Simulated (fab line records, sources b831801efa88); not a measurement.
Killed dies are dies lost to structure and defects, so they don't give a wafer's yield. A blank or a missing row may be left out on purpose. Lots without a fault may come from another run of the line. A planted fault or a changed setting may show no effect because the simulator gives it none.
Which tool did it? | flow gf180mcu | 24 lots, 72 wafers sampled, at 5 steps of a route of 602

WHAT THE GAUGES READ, wafer by wafer
GF_V2_THK_MEAS_01.
lot  | measured     | on            | V2_CVD_00_THK (nm)
L074 | day 19 07:52 | film_metro-01 | 602 604 608
L075 | day 19 18:04 | film_metro-04 | 604 598 602
L076 | day 20 05:27 | film_metro-04 | 604 595 601
L077 | day 20 10:28 | film_metro-04 | 603 604 603
L078 | day 21 00:59 | film_metro-01 | 595 601 599
L079 | day 21 05:45 | film_metro-01 | 595 599 594
L080 | day 21 15:13 | film_metro-02 | 591 601 592
L081 | day 22 03:16 | film_metro-01 | 602 607 601
L082 | day 22 09:13 | film_metro-01 | 583 583 599
L083 | day 22 17:11 | film_metro-04 | 599 602 607
L084 | day 23 08:41 | film_metro-02 | 603 598 601
L085 | day 23 13:02 | film_metro-01 | 606 605 603
L086 | day 23 14:47 | film_metro-04 | 593 596 594
L087 | day 23 21:24 | film_metro-01 | 600 602 605
L088 | day 24 10:44 | film_metro-04 | 605 602 606
L089 | day 24 18:01 | film_metro-02 | 599 599 602
L090 | day 25 08:17 | film_metro-02 | 604 609 610
L091 | day 25 22:50 | film_metro-01 | 593 600 597
L092 | day 26 11:58 | film_metro-02 | 607 619 607
L094 | day 26 15:13 | film_metro-02 | 601 600 601
L093 | day 26 15:49 | film_metro-01 | 603 609 603
L095 | day 26 18:22 | film_metro-04 | 595 601 589
L096 | day 27 08:29 | film_metro-02 | 596 605 597
L097 | day 27 12:16 | film_metro-02 | 594 595 587

GF_MIM_RS_MEAS_10: measures by four-point-probe.
lot  | measured     | on            | MIM_ALCU_RS (ohm/sq)
L074 | day 24 14:07 | film_metro-02 | 0.1587 0.1588 0.1584
L075 | day 24 23:32 | film_metro-04 | 0.1583 0.1607 0.1607
L076 | day 25 09:52 | film_metro-03 | 0.1597 0.1600 0.1593
L077 | day 25 14:54 | film_metro-04 | 0.1588 0.1580 0.1585
L078 | day 26 04:10 | film_metro-03 | 0.1594 0.1600 0.1593
L079 | day 26 07:06 | film_metro-03 | 0.1580 0.1595 0.1577
L080 | day 26 15:47 | film_metro-03 | 0.1607 0.1598 0.1597
L081 | day 27 04:13 | film_metro-04 | 0.1647 0.1639 0.1629
L082 | day 27 08:38 | film_metro-04 | 0.1589 0.1589 0.1599
L083 | day 27 15:56 | film_metro-03 | 0.1601 0.1590 0.1596
L084 | day 28 04:25 | film_metro-03 | 0.1592 0.1600 0.1591
L085 | day 28 08:11 | film_metro-02 | 0.1593 0.1599 0.1603
L086 | day 28 11:17 | film_metro-02 | 0.1587 0.1597 0.1601
L087 | day 28 16:40 | film_metro-03 | 0.1580 0.1585 0.1583
L088 | day 29 03:13 | film_metro-03 | 0.1617 0.1616 0.1606
L089 | day 29 10:38 | film_metro-02 | 0.1602 0.1603 0.1604
L090 | day 29 22:58 | film_metro-02 | 0.1609 0.1611 0.1597
L091 | day 30 09:27 | film_metro-03 | 0.1619 0.1612 0.1617
L092 | day 30 23:07 | film_metro-03 | 0.1600 0.1600 0.1612
L094 | day 31 01:19 | film_metro-02 | 0.1613 0.1616 0.1602
L093 | day 31 02:16 | film_metro-03 | 0.1594 0.1597 0.1597
L095 | day 31 03:10 | film_metro-02 | 0.1612 0.1613 0.1623
L096 | day 31 17:13 | film_metro-02 | 0.1628 0.1622 0.1629
L097 | day 31 19:09 | film_metro-02 | 0.1622 0.1607 0.1597

WHICH TOOL RAN EACH LOT (tool, then ch and the chambers of the sampled wafers, then the start)
lot  | GF_V1_ETCH_17                                 | GF_V2_STRIP_18                       | GF_V3_STRIP_18
L074 | rie_diel-02 ch 0,3, day 19 07:52 or earlier   | plasma_asher-01 ch 0,1, day 20 08:51 | plasma_asher-01 ch 0,1, day 22 12:05
L075 | rie_diel-01 ch 0,1,2, day 19 18:04 or earlier | plasma_asher-01 ch 0,1, day 20 18:41 | plasma_asher-04 ch 0,1, day 22 21:26
L076 | rie_diel-03 ch 0,1,3, day 20 05:27 or earlier | plasma_asher-03 ch 0,1, day 21 06:35 | plasma_asher-03 ch 0,1, day 23 08:23
L077 | rie_diel-03 ch 1,2, day 20 10:28 or earlier   | plasma_asher-03 ch 0,1, day 21 10:55 | plasma_asher-01 ch 0,1, day 23 13:26
L078 | rie_diel-01 ch 1,3, day 21 00:59 or earlier   | plasma_asher-02 ch 0,1, day 22 01:37 | plasma_asher-01 ch 0,1, day 24 03:11
L079 | rie_diel-01 ch 0,2,3, day 21 05:45 or earlier | plasma_asher-02 ch 1, day 22 06:01   | plasma_asher-03 ch 0, day 24 06:29
L080 | rie_diel-01 ch 0,1,2, day 21 15:13 or earlier | plasma_asher-01 ch 0,1, day 22 15:53 | plasma_asher-04 ch 0,1, day 24 16:17
L081 | rie_diel-01 ch 1,2, day 22 03:16 or earlier   | plasma_asher-02 ch 0,1, day 23 03:13 | plasma_asher-04 ch 0,1, day 25 04:04
L082 | rie_diel-03 ch 1,2,3, day 22 09:13 or earlier | plasma_asher-03 ch 0,1, day 23 09:01 | plasma_asher-01 ch 0,1, day 25 08:50
L083 | rie_diel-01 ch 0,2,3, day 22 17:11 or earlier | plasma_asher-03 ch 0,1, day 23 17:31 | plasma_asher-04 ch 0,1, day 25 16:44
L084 | rie_diel-01 ch 0,2, day 23 08:41 or earlier   | plasma_asher-02 ch 0,1, day 24 07:47 | plasma_asher-04 ch 0,1, day 26 06:11
L085 | rie_diel-01 ch 1,2, day 23 13:02 or earlier   | plasma_asher-02 ch 0, day 24 11:47   | plasma_asher-01 ch 0,1, day 26 10:05
L086 | rie_diel-02 ch 0,1,2, day 23 14:47 or earlier | plasma_asher-01 ch 0,1, day 24 14:47 | plasma_asher-01 ch 0,1, day 26 12:53
L087 | rie_diel-02 ch 1,2,3, day 23 21:24 or earlier | plasma_asher-01 ch 1, day 24 20:49   | plasma_asher-03 ch 0,1, day 26 18:32
L088 | rie_diel-01 ch 0,1,2, day 24 10:44 or earlier | plasma_asher-02 ch 0,1, day 25 09:15 | plasma_asher-03 ch 0,1, day 27 07:11
L089 | rie_diel-02 ch 0,1,3, day 24 18:01 or earlier | plasma_asher-01 ch 0,1, day 25 16:52 | plasma_asher-03 ch 1, day 27 13:50
L090 | rie_diel-02 ch 1,2,3, day 25 08:17 or earlier | plasma_asher-01 ch 0,1, day 26 06:35 | plasma_asher-04 ch 0,1, day 28 02:52
L091 | rie_diel-03 ch 1,2, day 25 22:50 or earlier   | plasma_asher-01 ch 0,1, day 26 20:28 | plasma_asher-04 ch 0,1, day 28 15:11
L092 | rie_diel-03 ch 1,3, day 26 11:58 or earlier   | plasma_asher-02 ch 0,1, day 27 09:53 | plasma_asher-01 ch 1, day 29 04:20
L094 | rie_diel-02 ch 0,1,3, day 26 15:13 or earlier | plasma_asher-01 ch 0,1, day 27 12:40 | plasma_asher-01 ch 0,1, day 29 07:19
L093 | rie_diel-03 ch 0,1,3, day 26 15:49 or earlier | plasma_asher-02 ch 0,1, day 27 13:32 | plasma_asher-04 ch 0,1, day 29 07:47
L095 | rie_diel-03 ch 0,1, day 26 18:22 or earlier   | plasma_asher-02 ch 0,1, day 27 15:13 | plasma_asher-04 ch 0,1, day 29 10:02
L096 | rie_diel-01 ch 0,1,2, day 27 08:29 or earlier | plasma_asher-03 ch 0,1, day 28 05:52 | plasma_asher-01 ch 0,1, day 29 23:26
L097 | rie_diel-01 ch 1,3, day 27 12:16 or earlier   | plasma_asher-03 ch 1, day 28 08:58   | plasma_asher-01 ch 0, day 30 02:32
- GF_V1_ETCH_17: etches SiO2 in C4F8/O2/Ar, stops on TiN, target depth 630 nm.
- GF_V2_STRIP_18: strips in O2/N2.
- GF_V3_STRIP_18: strips in O2/N2.

WHAT THE TOOLS THEMSELVES READ (means of the sampled wafers that have a number; where no wafer has one, the mark that the record gives instead)
GF_V1_ETCH_17.
lot  | tool        | oes_product_au (a.u.)
L074 | rie_diel-02 | 0.853
L075 | rie_diel-01 | 0.856
L076 | rie_diel-03 | 0.858
L077 | rie_diel-03 | 0.856
L078 | rie_diel-01 | 0.858
L079 | rie_diel-01 | 0.856
L080 | rie_diel-01 | 0.858
L081 | rie_diel-01 | 0.856
L082 | rie_diel-03 | 0.856
L083 | rie_diel-01 | 0.855
L084 | rie_diel-01 | 0.853
L085 | rie_diel-01 | 0.855
L086 | rie_diel-02 | 0.856
L087 | rie_diel-02 | 0.857
L088 | rie_diel-01 | 0.858
L089 | rie_diel-02 | 0.854
L090 | rie_diel-02 | 0.858
L091 | rie_diel-03 | 0.857
L092 | rie_diel-03 | 0.861
L094 | rie_diel-02 | 0.856
L093 | rie_diel-03 | 0.854
L095 | rie_diel-03 | 0.856
L096 | rie_diel-01 | 0.860
L097 | rie_diel-01 | 0.857

GF_V2_STRIP_18.
lot  | tool            | drypump_motor_current_A (A) | heater_power_w (W) | oes_product_au (a.u.)
L074 | plasma_asher-01 | 6.0                         | 372                | 0.593
L075 | plasma_asher-01 | 6.0                         | 368                | 0.593
L076 | plasma_asher-03 | 5.4                         | 316                | 0.593
L077 | plasma_asher-03 | 5.4                         | 315                | 0.593
L078 | plasma_asher-02 | 5.5                         | 324                | 0.599
L079 | plasma_asher-02 | 5.4                         | 323                | 0.587
L080 | plasma_asher-01 | 6.3                         | 353                | 0.586
L081 | plasma_asher-02 | 5.5                         | 334                | 0.592
L082 | plasma_asher-03 | 5.4                         | 316                | 0.591
L083 | plasma_asher-03 | 5.3                         | 315                | 0.599
L084 | plasma_asher-02 | 5.5                         | 330                | 0.594
L085 | plasma_asher-02 | 5.6                         | 333                | 0.594
L086 | plasma_asher-01 | 6.0                         | 370                | 0.595
L087 | plasma_asher-01 | 5.6                         | 394                | 0.590
L088 | plasma_asher-02 | 5.5                         | 321                | 0.587
L089 | plasma_asher-01 | 6.0                         | 374                | 0.594
L090 | plasma_asher-01 | 6.4                         | 349                | 0.598
L091 | plasma_asher-01 | 6.3                         | 350                | 0.591
L092 | plasma_asher-02 | 5.5                         | 330                | 0.592
L094 | plasma_asher-01 | 6.0                         | 373                | 0.592
L093 | plasma_asher-02 | 5.6                         | 330                | 0.588
L095 | plasma_asher-02 | 5.5                         | 324                | 0.590
L096 | plasma_asher-03 | 5.2                         | 321                | 0.589
L097 | plasma_asher-03 | 5.1                         | 333                | 0.596

GF_V3_STRIP_18.
lot  | tool            | drypump_motor_current_A (A) | heater_power_w (W) | oes_product_au (a.u.)
L074 | plasma_asher-01 | 6.3                         | 350                | 0.595
L075 | plasma_asher-04 | 5.8                         | 371                | 0.591
L076 | plasma_asher-03 | 5.2                         | 329                | 0.589
L077 | plasma_asher-01 | 6.3                         | 351                | 0.595
L078 | plasma_asher-01 | 6.0                         | 378                | 0.595
L079 | plasma_asher-03 | 5.5                         | 308                | 0.596
L080 | plasma_asher-04 | 5.9                         | 341                | 0.597
L081 | plasma_asher-04 | 5.9                         | 341                | 0.590
L082 | plasma_asher-01 | 6.0                         | 373                | 0.591
L083 | plasma_asher-04 | 5.9                         | 334                | 0.593
L084 | plasma_asher-04 | 5.8                         | 373                | 0.594
L085 | plasma_asher-01 | 6.4                         | 346                | 0.593
L086 | plasma_asher-01 | 6.4                         | 358                | 0.594
L087 | plasma_asher-03 | 5.4                         | 314                | 0.593
L088 | plasma_asher-03 | 5.2                         | 324                | 0.595
L089 | plasma_asher-03 | 5.1                         | 334                | 0.593
L090 | plasma_asher-04 | 5.9                         | 342                | 0.592
L091 | plasma_asher-04 | 5.9                         | 343                | 0.593
L092 | plasma_asher-01 | 5.6                         | 394                | 0.595
L094 | plasma_asher-01 | 6.0                         | 371                | 0.592
L093 | plasma_asher-04 | 5.9                         | 341                | 0.587
L095 | plasma_asher-04 | 5.9                         | 336                | 0.591
L096 | plasma_asher-01 | 6.0                         | 375                | 0.590
L097 | plasma_asher-01 | 6.7                         | 333                | 0.592

THE ANSWER, worked out from the rows above alone
Rule: what is usual is taken from the lots themselves. Put in order of their means at a reading, lots are off if they are a third of the lots or fewer, leave a main group of 4 or more, and stand apart from it by a gap of 3 or more times the standard deviation of the main group's means; of several such gaps the widest counts. A main group whose means are all the same, to the digits that the tables above print for the reading, isn't used. A lot without any number at a reading at which 4 lots or more have one is off too. The other lots that the step has rows for count as sound. The gauges are gone through in route order, then the tools' own readings, and for those a lot's mean is taken as printed above. The first step at which some lot is off is used, and at that step the reading that is off furthest; a lot without a number counts as furthest.
No lot is off at any reading shown: from this, nothing can be told.

WHAT THE SIMULATOR HAD PUT IN
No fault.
